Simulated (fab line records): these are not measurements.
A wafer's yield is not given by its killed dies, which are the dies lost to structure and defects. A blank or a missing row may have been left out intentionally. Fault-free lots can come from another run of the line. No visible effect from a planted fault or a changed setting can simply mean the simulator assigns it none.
Split-lot trial    flow gf180mcu    5 lots, 23 wafers read, on a route of 602 steps

== ABOUT THE SPLIT ==
At GF_V2_CVD_23 (deposits W, target thk 350 nm, time 104.94 s), the setting temp-c was moved away from the recipe's 400 C on 10 of the 23 wafers read, by -2.3% to +2.8%. All remaining wafers had this setting at the recipe value.

== FROM THE SPLIT TO THE READING: what the file shows between them, 1 step ==
- GF_V2_RS_MEAS_24: measures by four-point-probe

== THE READING ==
V2_W_THK, in nm, at GF_V2_THK_MEAS_25 (measures by xrf). A value of 343 nm with a standard deviation of 5.9 nm is what fault-free wafers of this fab line usually give.

wafer   tool, chamber at the split  temp-c as run, C  against the recipe  V2_W_THK, nm  against lot-mates on the recipe
L074.1  cvd-w-01, 0                 411.2             +2.8%               412           +74
L074.2  cvd-w-01, 1                 400               recipe              339           -
L074.3  cvd-w-01, 1                 411.2             +2.8%               416           +78
L074.4  cvd-w-01, 0                 411.2             +2.8%               406           +68
L074.6  cvd-w-01, 0                 400               recipe              336           -
L075.1  cvd-w-01, 1                 400               recipe              347           -
L075.2  cvd-w-01, 0                 400               recipe              342           -
L075.3  cvd-w-01, 0                 390.8             -2.3%               288           -58
L075.5  cvd-w-01, 0                 390.8             -2.3%               286           -60
L075.6  cvd-w-01, 1                 400               recipe              348           -
L077.1  cvd-w-02, 0                 400               recipe              341           -
L077.2  cvd-w-02, 1                 400               recipe              335           -
L077.4  cvd-w-02, 1                 394.3             -1.4%               305           -33
L077.5  cvd-w-02, 0                 394.3             -1.4%               308           -30
L077.6  cvd-w-02, 1                 394.3             -1.4%               305           -33
L080.1  cvd-w-02, 0                 400               recipe              350           -
L080.3  cvd-w-02, 0                 400               recipe              347           -
L080.5  cvd-w-02, 1                 400               recipe              344           -
L081.1  cvd-w-01, 0                 400               recipe              332           -
L081.2  cvd-w-01, 1                 392.5             -1.9%               295           -37
L081.3  cvd-w-01, 1                 392.5             -1.9%               293           -39
L081.4  cvd-w-01, 0                 400               recipe              331           -
L081.6  cvd-w-01, 0                 400               recipe              333           -

THE FIT
A straight line over all 23 wafers: V2_W_THK changes by +24.7 nm for each +1% of temp-c; r = +0.99; the points scatter about the line by 5.4 nm.
The same after taking each lot's own level away (the mean of its wafers on the recipe; 23 wafers): +24.9 nm for each +1%; r = +0.99; scatter 3.8 nm.
That fit puts the effect of the largest move of temp-c on the reading at 70 nm.
From 332.0 to 347.0 nm: that is the span of the lots' own levels, equal to 2.5 times the standard deviation above.
So the lot-to-lot level changes the slope little: the two slopes agree.
Check: for one of the wafers moved furthest among these (+2.8%), held out of the fit, the line's prediction against its lot-mates is +70.4 nm. Against them it came out at +74.5 nm.

== FURTHER SPLITS ON THESE WAFERS ==
Note: prior to the reading, these wafers also went through further splits. Each is held against what the fit with the lots' levels taken away leaves over:
other split on the same wafers        wafers away from the commonest value  r with V2_W_THK (lot level and that fit taken away)
GF_CONTACT_COAT_09 resist-thk-nm      7                                     -0.07
GF_CONTACT_SPUTTER_22 power-w         6                                     -0.10
GF_M1_SPUTTER_00 chamber-pressure-pa  18                                    +0.08
GF_V1_COAT_09 resist-thk-nm           8                                     +0.04
GF_V1_PEB_12 peb-temp-c               6                                     +0.41
GF_M2_SPUTTER_00 time-s               7                                     +0.03

== THE WHOLE CHAIN: every reading that the file lists as answering this split, in the file's order ==
step               what it does                                  reading                                                                 change (the file's fit)               r (the file's)
GF_V2_CVD_23       deposits W, target thk 350 nm, time 104.94 s  W_of_V2_CVD_23.thk-nm (the simulator's own value, which no gauge read)  +25.5 nm for each +1% of the setting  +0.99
GF_V2_RS_MEAS_24   measures by four-point-probe                  V2_W_RS                                                                 -0.0249 for each +1% of the setting   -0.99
GF_V2_THK_MEAS_25  measures by xrf                               V2_W_THK                                                                +24.5 for each +1% of the setting     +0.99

== FILE'S OWN FIT ==
V2_W_THK changes by +24.5 nm for each +1% of temp-c, r = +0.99.
